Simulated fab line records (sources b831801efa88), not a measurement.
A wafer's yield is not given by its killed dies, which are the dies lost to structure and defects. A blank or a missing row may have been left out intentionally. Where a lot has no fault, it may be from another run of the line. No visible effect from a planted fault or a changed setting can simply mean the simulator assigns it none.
The tool behind it: which one? || flow sky130 || 13 lots, 39 wafers sampled, at 3 steps of a route of 708

WHAT THE GAUGES SHOWED, per wafer
SKY_SONOS_TUNNEL_CD_MEAS_07: the cd target is 410 nm. Usual: cd-nm at 410 nm, with a standard deviation of 3.
{"lot": "L688", "measured": "day 11 09:38", "on": "cd-sem-02", "cd-nm (nm)": "414 414 413", "flag": ""}
{"lot": "L690", "measured": "day 11 23:26", "on": "cd-sem-02", "cd-nm (nm)": "411 411 410", "flag": ""}
{"lot": "L695", "measured": "day 13 11:50", "on": "cd-sem-01", "cd-nm (nm)": "411 412 412", "flag": ""}
{"lot": "L698", "measured": "day 14 14:47", "on": "cd-sem-02", "cd-nm (nm)": "414 412 413", "flag": ""}
{"lot": "L699", "measured": "day 15 01:30", "on": "cd-sem-02", "cd-nm (nm)": "416 414 416", "flag": ""}
{"lot": "L700", "measured": "day 15 04:53", "on": "cd-sem-01", "cd-nm (nm)": "414 415 416", "flag": ""}
{"lot": "L701", "measured": "day 15 20:20", "on": "cd-sem-02", "cd-nm (nm)": "406 407 408", "flag": ""}
{"lot": "L704", "measured": "day 16 12:34", "on": "cd-sem-02", "cd-nm (nm)": "405 405 401", "flag": ""}
{"lot": "L705", "measured": "day 16 21:17", "on": "cd-sem-01", "cd-nm (nm)": "410 412 409", "flag": ""}
{"lot": "L706", "measured": "day 17 01:43", "on": "cd-sem-02", "cd-nm (nm)": "409 407 408", "flag": ""}
{"lot": "L708", "measured": "day 17 18:52", "on": "cd-sem-01", "cd-nm (nm)": "409 408 410", "flag": ""}
{"lot": "L709", "measured": "day 18 05:28", "on": "cd-sem-01", "cd-nm (nm)": "413 410 411", "flag": ""}
{"lot": "L711", "measured": "day 18 21:36", "on": "cd-sem-01", "cd-nm (nm)": "414 414 411", "flag": ""}

SKY_POLY_GATE_CD_MEAS_13: the cd target is 150 nm. Usual: cd-nm at 150.1 nm, with a standard deviation of 1.2.
{"lot": "L688", "measured": "day 16 13:03", "on": "cd-sem-01", "cd-nm (nm)": "151.7 150.2 150.0", "flag": ""}
{"lot": "L690", "measured": "day 17 00:50", "on": "cd-sem-02", "cd-nm (nm)": "150.0 151.9 150.4", "flag": ""}
{"lot": "L695", "measured": "day 18 22:26", "on": "cd-sem-02", "cd-nm (nm)": "151.2 151.3 151.1", "flag": ""}
{"lot": "L698", "measured": "day 20 02:54", "on": "cd-sem-02", "cd-nm (nm)": "150.6 150.7 149.4", "flag": ""}
{"lot": "L699", "measured": "day 20 13:56", "on": "cd-sem-02", "cd-nm (nm)": "149.3 149.1 148.2", "flag": ""}
{"lot": "L700", "measured": "day 20 22:05", "on": "cd-sem-02", "cd-nm (nm)": "149.4 149.1 149.1", "flag": ""}
{"lot": "L701", "measured": "day 21 12:14", "on": "cd-sem-02", "cd-nm (nm)": "149.6 149.0 149.9", "flag": ""}
{"lot": "L704", "measured": "day 22 06:31", "on": "cd-sem-02", "cd-nm (nm)": "151.7 150.9 151.4", "flag": ""}
{"lot": "L705", "measured": "day 22 12:20", "on": "cd-sem-02", "cd-nm (nm)": "151.2 150.1 152.2", "flag": ""}
{"lot": "L706", "measured": "day 22 17:37", "on": "cd-sem-02", "cd-nm (nm)": "148.5 148.1 148.8", "flag": ""}
{"lot": "L708", "measured": "day 23 08:58", "on": "cd-sem-02", "cd-nm (nm)": "149.9 150.6 150.5", "flag": ""}
{"lot": "L709", "measured": "day 23 21:04", "on": "cd-sem-02", "cd-nm (nm)": "153.3 152.5 150.8", "flag": ""}
{"lot": "L711", "measured": "day 24 16:17", "on": "cd-sem-02", "cd-nm (nm)": "148.2 148.0 148.4", "flag": ""}

WHICH TOOL RAN EACH LOT (tool, then ch and the chambers of the sampled wafers, then the start)
{"lot": "L688", "SKY_VT_ADJUST_NCORE_DEHYDRATE_00": "litho-track-03 ch 0, day 8 05:08"}
{"lot": "L690", "SKY_VT_ADJUST_NCORE_DEHYDRATE_00": "litho-track-01 ch 0, day 8 17:38"}
{"lot": "L695", "SKY_VT_ADJUST_NCORE_DEHYDRATE_00": "litho-track-04 ch 0, day 9 23:26"}
{"lot": "L698", "SKY_VT_ADJUST_NCORE_DEHYDRATE_00": "litho-track-01 ch 0, day 10 22:56"}
{"lot": "L699", "SKY_VT_ADJUST_NCORE_DEHYDRATE_00": "litho-track-01 ch 0, day 11 08:11"}
{"lot": "L700", "SKY_VT_ADJUST_NCORE_DEHYDRATE_00": "litho-track-03 ch 0, day 11 10:23"}
{"lot": "L701", "SKY_VT_ADJUST_NCORE_DEHYDRATE_00": "litho-track-03 ch 0, day 12 00:23"}
{"lot": "L704", "SKY_VT_ADJUST_NCORE_DEHYDRATE_00": "litho-track-04 ch 0, day 12 12:49"}
{"lot": "L705", "SKY_VT_ADJUST_NCORE_DEHYDRATE_00": "litho-track-03 ch 0, day 12 20:56"}
{"lot": "L706", "SKY_VT_ADJUST_NCORE_DEHYDRATE_00": "litho-track-04 ch 0, day 13 01:28"}
{"lot": "L708", "SKY_VT_ADJUST_NCORE_DEHYDRATE_00": "litho-track-04 ch 0, day 13 16:13"}
{"lot": "L709", "SKY_VT_ADJUST_NCORE_DEHYDRATE_00": "litho-track-04 ch 0, day 14 02:25"}
{"lot": "L711", "SKY_VT_ADJUST_NCORE_DEHYDRATE_00": "litho-track-03 ch 0, day 14 16:50"}
- SKY_VT_ADJUST_NCORE_DEHYDRATE_00: time 60 s.

WHAT THE TOOLS THEMSELVES READ (means of the sampled wafers that have a number; where no wafer has one, the mark that the record gives instead)
SKY_VT_ADJUST_NCORE_DEHYDRATE_00. Usual: exhaust-pa 45.0 Pa, standard deviation 1; heater-power-total-W 160.37 W, standard deviation 0.12; run-length-s 89.13 s, standard deviation 0.18.
{"lot": "L688", "tool": "litho-track-03", "exhaust-pa (Pa)": 45.5, "heater-power-total-W (W)": 160.41, "run-length-s (s)": 88.91, "flag": ""}
{"lot": "L690", "tool": "litho-track-01", "exhaust-pa (Pa)": 44.7, "heater-power-total-W (W)": 160.43, "run-length-s (s)": 89.29, "flag": ""}
{"lot": "L695", "tool": "litho-track-04", "exhaust-pa (Pa)": 44.4, "heater-power-total-W (W)": 160.28, "run-length-s (s)": 88.90, "flag": ""}
{"lot": "L698", "tool": "litho-track-01", "exhaust-pa (Pa)": 44.9, "heater-power-total-W (W)": 164.61, "run-length-s (s)": 84.96, "flag": "OFF"}
{"lot": "L699", "tool": "litho-track-01", "exhaust-pa (Pa)": 45.6, "heater-power-total-W (W)": 164.54, "run-length-s (s)": 84.89, "flag": "OFF"}
{"lot": "L700", "tool": "litho-track-03", "exhaust-pa (Pa)": 46.4, "heater-power-total-W (W)": 160.48, "run-length-s (s)": 89.00, "flag": ""}
{"lot": "L701", "tool": "litho-track-03", "exhaust-pa (Pa)": 43.7, "heater-power-total-W (W)": 160.37, "run-length-s (s)": 88.97, "flag": ""}
{"lot": "L704", "tool": "litho-track-04", "exhaust-pa (Pa)": 46.3, "heater-power-total-W (W)": 160.48, "run-length-s (s)": 89.11, "flag": ""}
{"lot": "L705", "tool": "litho-track-03", "exhaust-pa (Pa)": 44.0, "heater-power-total-W (W)": 160.33, "run-length-s (s)": 89.05, "flag": ""}
{"lot": "L706", "tool": "litho-track-04", "exhaust-pa (Pa)": 45.2, "heater-power-total-W (W)": 160.47, "run-length-s (s)": 88.91, "flag": ""}
{"lot": "L708", "tool": "litho-track-04", "exhaust-pa (Pa)": 44.6, "heater-power-total-W (W)": 160.37, "run-length-s (s)": 88.93, "flag": ""}
{"lot": "L709", "tool": "litho-track-04", "exhaust-pa (Pa)": 44.2, "heater-power-total-W (W)": 160.54, "run-length-s (s)": 89.03, "flag": ""}
{"lot": "L711", "tool": "litho-track-03", "exhaust-pa (Pa)": 45.8, "heater-power-total-W (W)": 160.35, "run-length-s (s)": 89.03, "flag": ""}

THE ANSWER, worked out from the rows above alone
Rule: lot off if the mean of its wafers having a number is beyond 3 standard deviations from the usual mean. Also off: a lot with no number at a reading for which 4 or more lots have one. Where the step has rows for the other lots, those lots are counted as sound. Order of review: gauges by route order, followed by the tools' own readings, for which a lot's mean as printed above is used. The first step at which some lot is off is used, and at that step the reading that is off furthest; a lot without a number counts as furthest.
Off: L698, L699 (SKY_VT_ADJUST_NCORE_DEHYDRATE_00, heater-power-total-W).
A tool fits if, at that step or a process step before it, it ran every lot that is off, and no sound lot after the first of them. One fits: SKY_VT_ADJUST_NCORE_DEHYDRATE_00 on litho-track-01. Its last sound lot is L690 (day 8 17:38), its first lot that is off L698 (day 10 22:56): a fault that began between those two fits.
The tool's own readings at SKY_VT_ADJUST_NCORE_DEHYDRATE_00 bear it out: on the lots that are off they differ by more than 5 times the standard deviation of the sound lots' means. heater-power-total-W reads 164.57 W there against 160.41 W on the sound lots; run-length-s reads 84.92 s there against 89.01 s on the sound lots.

WHAT HAD BEEN PUT IN BY THE SIMULATOR
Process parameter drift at SKY_VT_ADJUST_NCORE_DEHYDRATE_00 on litho-track-01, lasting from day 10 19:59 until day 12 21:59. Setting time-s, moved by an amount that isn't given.
Shown lots that were struck: L698, L699. This agrees with what the rule above found.
